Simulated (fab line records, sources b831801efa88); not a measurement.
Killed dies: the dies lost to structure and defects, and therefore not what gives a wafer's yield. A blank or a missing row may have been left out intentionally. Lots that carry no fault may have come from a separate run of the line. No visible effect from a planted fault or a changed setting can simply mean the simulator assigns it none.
Matching of chambers + flow gf180mcu + GF_V5_CMP_26 on cmp-01: 4 sister chambers
The step polishes, stops on SiO2, t overpolish 15 s, target thk 0 nm. 4 wafers are shown with their chamber, then 8 later ones without.

## WAFERS PAIRED WITH THEIR CHAMBERS
| wafer  | chamber | motor-current-A (A) |
|--------|---------|---------------------|
| L549.6 | 2       | 9.1                 |
| L550.4 | 3       | 9.3                 |
| L550.5 | 0       | 12.3                |
| L551.1 | 1       | 11.8                |

## WAFERS WITH NO CHAMBER GIVEN
| wafer  | motor-current-A (A) |
|--------|---------------------|
| L551.5 | 12.8                |
| L551.6 | 9.6                 |
| L552.1 | 12.4                |
| L552.2 | 8.7                 |
| L552.3 | 12.2                |
| L554.1 | 9.0                 |
| L554.2 | 12.7                |
| L554.3 | 11.7                |

## WHICH CHAMBER EACH ONE RAN IN
| wafer  | from the rows above     | in truth |
|--------|-------------------------|----------|
| L551.5 | can't be placed: 0 or 1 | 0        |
| L551.6 | can't be placed: 3 or 2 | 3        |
| L552.1 | can't be placed: 0 or 1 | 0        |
| L552.2 | can't be placed: 2 or 3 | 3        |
| L552.3 | can't be placed: 0 or 1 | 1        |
| L554.1 | can't be placed: 2 or 3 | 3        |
| L554.2 | can't be placed: 0 or 1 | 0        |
| L554.3 | can't be placed: 1 or 0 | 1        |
Correct placement for 0 of the 8. Not placeable from these rows: 8 (in 8, the candidates include the true chamber). Wrongly placed: 0.
How it was worked out, from the rows above alone: a wafer's distance from a chamber is the root of the sum, over the readings, of the square of ((its reading less the chamber's mean) divided by the reading's scatter). The wafer belongs to the nearest chamber; if the next one is less than 2 further off, it can't be placed. Each chamber's mean is taken over the wafers shown for it. The scatter (one wafer shown for each chamber): square how far every hidden wafer sits from the nearest shown wafer, average those squares and take the square root.
